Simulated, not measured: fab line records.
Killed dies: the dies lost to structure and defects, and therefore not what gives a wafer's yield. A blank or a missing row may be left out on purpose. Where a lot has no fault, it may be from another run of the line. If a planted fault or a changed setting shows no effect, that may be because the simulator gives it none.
fab line records	flow sky130
[record] lots = 7	wafers = 21	lastDay = 49
route steps=708 shown METAL1@440
lots with no fault: from the same line, run without faults
startH: the number of hours between the record's first day and the start of the first shown wafer of the lot	waitH: hours elapsed since this lot's preceding step	" same as the row above	L1.1+2: several wafers, shown together as one row	- no value present, or no start provided	* or withheld: withheld	< > ~ a bound
route shown NAME@n: a module of which the file shows steps, and the number in the route of the first	usual: mean/standard deviation of fault-free wafers	same: alike in all rows	chamber/n: place in a boat	sites: each site's reading	_std_site: the standard deviation of these	_edge_site: mean of outer sites minus mean of inner sites	radiusMm: for every site, how far away it sits from the centre of the wafer	mask NAME#n: copy n	behind: the most recent tool/chamber to have shaped the wafer	hold: why the lot was held/for how many hours/how that ended	device: whichever transistor did not switch (one of n, p or np)	end of line: tests of these same wafers at the route's end	a step given without rows: its recipe and nothing more	killed: the dies lost at the first sort to structure and to defects; this is not the yield of the wafer	map: a wafer's dies, x killed, . not, _ none there
set.NAME: the setting that was run; set.NAME@STEP: the one run at that earlier step	model.NAME: the simulator's own value behind a step, which no gauge read
lots seen at some steps along the route; tables by step, rows by wafer
services: the hour from which a tool's chamber was out of use, counted from the record's first day as startH (under 0 if before that day), plus the number of hours and why
[[steps]]
[step SKY_METAL1_THK_MEAS_06]
[recipe] thkMeasGauge = xrf	reads = AlCu_of_METAL1_SPUTTER_02
[usual] METAL1_ALCU_THK = 252.7/2.9
lot.wafer	tool	chamber	startH	waitH	METAL1_ALCU_THK[nm]
L422.3	filmMetro-01	-	752.93	0.1	248.0
L422.5	"	-	"	"	253.9
L422.6	"	-	"	"	252.5
L425.1	filmMetro-01	-	776.29	0.1	250.9
L425.3	"	-	"	"	248.1
L425.6	"	-	"	"	252.9
L426.1	filmMetro-02	-	779.04	0.1	257.4
L426.2	"	-	"	"	257.4
L426.4	"	-	"	"	252.0
L427.1	filmMetro-04	-	786.60	0.1	248.3
L427.3	"	-	"	"	253.6
L427.4	"	-	"	"	253.5
L428.1	filmMetro-02	-	790.39	0.1	252.0
L428.2	"	-	"	"	249.2
L428.6	"	-	"	"	251.8
L435.1	filmMetro-04	-	886.74	0.1	256.3
L435.4	"	-	"	"	253.7
L435.6	"	-	"	"	249.6
L440.1	filmMetro-04	-	895.34	0.1	254.2
L440.3	"	-	"	"	249.9
L440.5	"	-	"	"	253.0
[step SKY_METAL1_DEHYDRATE_07]
[recipe] tempC = 200	timeS = 60
[step SKY_METAL1_HMDS_08]
[recipe] primeTimeS = 60	primeTempC = 120
[step SKY_METAL1_COAT_09]
[recipe] resist = BARC	tempC = withheld	timeS = withheld	spinRpm = 3000	resistThkNm = 60
[step SKY_METAL1_COAT_10]
[recipe] resist = KrF-thick	spinRpm = 3000	resistThkNm = 450
[step SKY_METAL1_SOFTBAKE_11]
[recipe] tempC = 100	timeS = 90	resist = KrF-thick
[step SKY_METAL1_EXPOSE_12]
[recipe] maskId = MM1	na = 0.8	sourceShape = annular	sigmaInner = 0.55	sigmaOuter = 0.85	targetCdNm = 140	doseMj = 28
[step SKY_METAL1_PEB_13]
[recipe] pebTempC = withheld	pebTimeS = withheld	resist = KrF-thick
[step SKY_METAL1_DEVELOP_14]
[recipe] developTimeS = 60	resist = KrF-thick	devTempC = 21
[step SKY_METAL1_CD_MEAS_15]
[recipe] targetCdNm = 140
[usual] cdNm = 139.8/1.7
lot.wafer	tool	chamber	startH	waitH	cdNm
L422.3	cdSem-02	-	779.40	-	139.4
L422.5	"	-	"	"	140.0
L422.6	"	-	"	"	140.8
L425.1	cdSem-01	-	802.21	-	139.3
L425.3	"	-	"	"	140.6
L425.6	"	-	"	"	140.5
L426.1	cdSem-02	-	805.40	-	140.5
L426.2	"	-	"	"	139.8
L426.4	"	-	"	"	139.4
L427.1	cdSem-01	-	812.30	-	139.4
L427.3	"	-	"	"	141.0
L427.4	"	-	"	"	139.5
L428.1	cdSem-01	-	816.66	-	141.5
L428.2	"	-	"	"	140.1
L428.6	"	-	"	"	141.1
L435.1	cdSem-02	-	907.61	-	137.3
L435.4	"	-	"	"	137.9
L435.6	"	-	"	"	138.4
L440.1	cdSem-02	-	919.92	-	135.1
L440.3	"	-	"	"	136.1
L440.5	"	-	"	"	136.4
[step SKY_METAL1_OVL_MEAS_16]
[usual] METAL1_OVL = -1/4.6
lot.wafer	tool	chamber	startH	waitH	METAL1_OVL[nm]
L422.3	overlay-02	-	779.50	0.1	0
L422.5	"	-	"	"	0
L422.6	"	-	"	"	-6
L425.1	overlay-01	-	802.33	0.1	-7
L425.3	"	-	"	"	1
L425.6	"	-	"	"	-4
L426.1	overlay-01	-	805.52	0.1	-5
L426.2	"	-	"	"	-5
L426.4	"	-	"	"	2
L427.1	overlay-02	-	812.42	0.1	-7
L427.3	"	-	"	"	-4
L427.4	"	-	"	"	-3
L428.1	overlay-01	-	816.78	0.1	-5
L428.2	"	-	"	"	3
L428.6	"	-	"	"	2
L435.1	overlay-02	-	907.73	0.1	1
L435.4	"	-	"	"	-5
L435.6	"	-	"	"	4
L440.1	overlay-02	-	920.04	0.1	5
L440.3	"	-	"	"	2
L440.5	"	-	"	"	9
[step SKY_METAL1_DESCUM_17]
[recipe] chemistry = O2	sourcePowerW = 150	biasPowerW = 0	pressureMtorr = 10	tempC = 40	timeS = 8
[usual] drypumpMotorCurrentA = 5.9/0.42	oesProductAu = 0.999/0.015
lot.wafer	tool	chamber	startH	waitH	drypumpMotorCurrentA	oesProductAu	rfHoursCounterH
L422.3	rieMetal-02	1	779.53	0.0	5.6	1.006	-
L422.5	"	1	"	"	5.6	1.009	-
L422.6	"	0	"	"	5.5	0.985	-
L425.1	rieMetal-03	1	802.37	0.0	5.9	0.980	10
L425.3	"	0	"	"	6.4	0.988	-
L425.6	"	0	"	"	6.4	0.997	-
L426.1	rieMetal-01	0	805.56	0.0	6.3	1.022	11
L426.2	"	1	"	"	5.0	0.986	15
L426.4	"	1	"	"	5.0	0.995	-
L427.1	rieMetal-01	0	812.46	0.0	6.3	1.013	11
L427.3	"	0	"	"	6.3	1.014	-
L427.4	"	0	"	"	6.3	1.008	-
L428.1	rieMetal-03	1	816.82	0.0	5.9	0.984	11
L428.2	"	0	"	"	6.4	0.993	2
L428.6	"	0	"	"	6.4	0.990	-
L435.1	rieMetal-03	0	907.77	0.0	6.4	1.000	7
L435.4	"	0	"	"	6.4	1.008	-
L435.6	"	0	"	"	6.4	0.993	-
L440.1	rieMetal-02	0	920.08	0.0	5.5	0.993	10
L440.3	"	0	"	"	5.5	1.000	-
L440.5	"	0	"	"	5.5	0.999	-
[step SKY_METAL1_ETCH_18]
[recipe] chemistry = N2/H2	target = BARC	ionEnergyEv = 200	biasW = 100	pressureMtorr = 30	n2FlowSccm = 100	h2FlowSccm = 200	icpW = 500	stopOn = SiO2	timeS = 45.9	targetDepthA = 600
[usual] biasW = 99.99/0.28	chamberPressureMTorr = 29.99/0.031	drypumpMotorCurrentA = 6.0/0.42	oesProductAu = 0.854/0.0053	throttleValvePct = 13.224/0.0087
lot.wafer	tool	chamber	startH	waitH	biasW	chamberPressureMTorr	drypumpMotorCurrentA	oesProductAu	rfHoursCounterH	throttleValvePct	model.KrF-thick_of_METAL1_COAT_10.thkNm
L422.3	rieMetal-02	1	779.57	0.0	99.67	29.98	5.7	0.848	-	13.234	393.5
L422.5	"	1	"	"	99.70	29.99	5.6	0.856	-	13.204	394
L422.6	"	0	"	"	100.05	30.03	5.5	0.850	-	13.233	395.8
L425.1	rieMetal-03	1	802.40	0.0	-	-	-	-	-	-	434.6
L425.3	"	0	"	"	-	-	-	-	-	-	436.1
L425.6	"	0	"	"	-	-	-	-	-	-	434.7
L426.1	rieMetal-01	0	805.59	0.0	-	-	-	-	-	-	435.2
L426.2	"	1	"	"	-	-	-	-	-	-	435.8
L426.4	"	1	"	"	-	-	-	-	-	-	436.7
L427.1	rieMetal-01	0	812.52	0.1	-	-	-	-	-	-	434.6
L427.3	"	0	"	"	-	-	-	-	-	-	436.9
L427.4	"	0	"	"	-	-	-	-	-	-	436.4
L428.1	rieMetal-03	1	816.85	0.0	100.03	30.02	5.9	0.854	11	13.231	391.4
L428.2	"	0	"	"	99.71	30.02	6.4	0.852	2	13.226	390.9
L428.6	"	0	"	"	100.20	30.03	6.3	0.849	-	13.233	391.9
L435.1	rieMetal-03	0	907.80	0.0	99.95	29.95	6.3	0.855	7	13.207	396.5
L435.4	"	0	"	"	100.17	29.98	6.4	0.861	-	13.214	394.5
L435.6	"	0	"	"	99.55	30.01	6.3	0.861	-	13.214	396.3
L440.1	rieMetal-02	0	920.11	0.0	100.17	30.02	5.5	0.858	10	13.225	391.9
L440.3	"	0	"	"	100.04	30.00	5.5	0.851	-	13.212	393.4
L440.5	"	0	"	"	100.09	29.93	5.5	0.847	-	13.242	395.3
[step SKY_METAL1_METAL_ETCH_19]
[recipe] targetDepthA = 3600	stopOn = SiO2	overEtchFrac = 0.3	timeS = 78	chemistry = Cl2/BCl3	resistSidewallDeg = 88	pressureMtorr = 10	icpW = 900	biasW = 48.5	Cl2_flow_sccm = 60	bcl3FlowSccm = 30
[usual] bcl3FlowSccm = 30.01/0.086	biasW = 48.53/0.14	drypumpMotorCurrentA = 5.9/0.41	mfcCl2Sccm = 60.00/0.18	oesProductAu = 0.854/0.0062	throttleValvePct = 22.264/0.0094
lot.wafer	tool	chamber	startH	waitH	bcl3FlowSccm	biasW	drypumpMotorCurrentA	mfcCl2Sccm	oesProductAu	rfHoursCounterH	throttleValvePct	model.KrF-thick_of_METAL1_COAT_10.thkNm
L422.3	rieMetal-02	1	779.64	0.1	30.06	48.55	5.7	60.16	0.840	-	22.266	155.4
L422.5	"	1	"	"	29.99	48.39	5.7	60.02	0.855	-	22.270	158.5
L422.6	"	0	"	"	30.08	48.22	5.5	59.88	0.853	-	22.274	165.7
L425.1	rieMetal-03	1	802.46	0.0	30.00	48.69	5.9	59.73	0.376	11	22.255	202.8
L425.3	"	0	"	"	30.09	48.36	6.4	60.03	0.373	-	22.251	202.4
L425.6	"	0	"	"	30.20	48.39	6.4	59.74	0.374	-	22.273	201.4
L426.1	rieMetal-01	0	805.65	0.0	29.93	48.58	6.3	60.08	0.387	11	22.248	194.7
L426.2	"	1	"	"	29.95	48.47	5.0	59.65	0.373	15	22.254	207
L426.4	"	1	"	"	30.01	48.60	5.0	60.16	0.386	-	22.270	208.4
L427.1	rieMetal-01	0	812.65	0.1	29.86	48.37	6.3	59.76	0.381	11	22.269	196.5
L427.3	"	0	"	"	29.95	48.38	6.3	60.21	0.377	-	22.270	199
L427.4	"	0	"	"	29.88	48.54	6.3	60.05	0.381	-	22.269	197.9
L428.1	rieMetal-03	1	816.91	0.0	29.97	48.79	5.9	60.20	0.855	12	22.267	162.7
L428.2	"	0	"	"	29.92	48.26	6.4	59.74	0.858	2	22.261	159.3
L428.6	"	0	"	"	30.15	48.47	6.4	59.68	0.859	-	22.266	163
L435.1	rieMetal-03	0	907.87	0.0	29.96	48.65	6.4	60.13	0.857	7	22.257	163.9
L435.4	"	0	"	"	29.91	48.74	6.3	60.31	0.847	-	22.272	160.7
L435.6	"	0	"	"	29.90	48.56	6.4	60.25	0.848	-	22.268	163.2
L440.1	rieMetal-02	0	920.17	0.0	30.01	48.61	5.5	59.91	0.853	10	22.250	159.1
L440.3	"	0	"	"	30.11	48.58	5.5	59.90	0.854	-	22.269	159.6
L440.5	"	0	"	"	30.04	48.40	5.5	60.05	0.846	-	22.268	163.2
[step SKY_METAL1_STRIP_20]
[recipe] chemistry = O2/N2	powerW = 1400	pressureMtorr = 1500	platenTempC = withheld	o2FlowSccm = 3000	n2FlowSccm = 300	overashFraction = 0.5
[usual] drypumpMotorCurrentA = 5.51/0.21	oesProductAu = 0.343/0.0052	stripTimeToEndpointS = 2.70/0.065
lot.wafer	tool	chamber	startH	waitH	drypumpMotorCurrentA	oesProductAu	rfHoursCounterH	stripTimeToEndpointS
L422.3	plasmaAsher-04	0	779.74	0.1	5.56	0.341	-	2.65
L422.5	"	1	"	"	5.42	0.339	-	2.68
L422.6	"	0	"	"	5.56	0.346	-	2.77
L425.1	plasmaAsher-02	1	802.55	0.1	5.55	0.367	98	3.18
L425.3	"	1	"	"	5.57	0.370	-	3.16
L425.6	"	1	"	"	5.54	0.366	-	3.17
L426.1	plasmaAsher-01	0	805.74	0.1	5.26	0.357	36	3.09
L426.2	"	1	"	"	5.36	0.364	36	3.22
L426.4	"	1	"	"	5.38	0.373	-	3.25
L427.1	plasmaAsher-02	1	812.83	0.1	5.56	0.357	100	3.13
L427.3	"	1	"	"	5.54	0.355	-	3.12
L427.4	"	0	"	"	5.83	0.364	-	3.13
L428.1	plasmaAsher-01	1	817.00	0.1	5.32	0.343	36	2.73
L428.2	"	0	"	"	5.24	0.341	36	2.70
L428.6	"	1	"	"	5.35	0.343	-	2.73
L435.1	plasmaAsher-04	0	907.96	0.1	5.63	0.340	78	2.76
L435.4	"	0	"	"	5.62	0.348	-	2.70
L435.6	"	0	"	"	5.60	0.346	-	2.75
L440.1	plasmaAsher-02	1	920.26	0.1	5.57	0.345	111	2.69
L440.3	"	0	"	"	5.86	0.351	-	2.69
L440.5	"	0	"	"	5.87	0.347	-	2.74
[step SKY_METAL1_STRIP_21]
[recipe] chemistry = postEtchResidueRemover	timeS = 1200	tempC = 72.5
[[services]]
tool	chamber	startH	hours	kind
rieMetal-01	1	759.54	13.8	repair
rieMetal-02	1	793.84	40.4	repair
rieMetal-02	0	798.89	27.8	repair
plasmaAsher-01	-	806.17	10.0	pm
rieMetal-01	1	808.44	-	clean
rieMetal-01	1	808.44	21.8	scheduledDown
rieMetal-01	1	808.44	21.8	ventCycle
rieMetal-02	-	826.67	2.7	pm
rieMetal-01	1	848.14	5.9	repair
plasmaAsher-04	-	859.55	1.1	repair
rieMetal-01	0	868.32	1.5	repair
rieMetal-01	1	891.50	63.0	repair
[[key]]
[firstSign] step = SKY_METAL1_ETCH_18	reading = toolRecord	direction = missing
[effect] step = SKY_METAL1_METAL_ETCH_19	reading = oesProductAu	direction = down	sigmas = 77	usual = 0.854	struck = 0.379
[effect] step = SKY_METAL1_STRIP_20	reading = stripTimeToEndpointS	direction = up	sigmas = 7	usual = *	struck = *
[modelEffect] step = SKY_METAL1_ETCH_18	value = KrF-thick_of_METAL1_COAT_10.thkNm	without = 392.1	struck = 435.6
[modelEffect] step = SKY_METAL1_METAL_ETCH_19	value = KrF-thick_of_METAL1_COAT_10.thkNm	without = 157.6	struck = 201.1
metAt SKY_METAL1_ETCH_18
struckWafers L425.1,L425.3,L425.6,L426.1,L426.2,L426.4,L427.1,L427.3,L427.4
laterRowsLeftOut L425.1,L425.3,L425.6,L426.1,L426.2,L426.4,L427.1,L427.3,L427.4
sortLeftOut L425.1,L425.3,L425.6,L426.1,L426.2,L426.4,L427.1,L427.3,L427.4
[fault] kind = skippedStepWhole	tool = rieMetal-01,rieMetal-03	chamber = -	onsetH = 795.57	steps = SKY_METAL1_ETCH_18	scope = struckLotsOnly
// sortLeftOut: the simulated sort isn't trusted on such a fault, so these wafers' sort isn't shown, and their yield isn't known
// laterRowsLeftOut: the simulator's readings of these wafers behind a module that went badly wrong aren't trusted and aren't shown, but for the sort
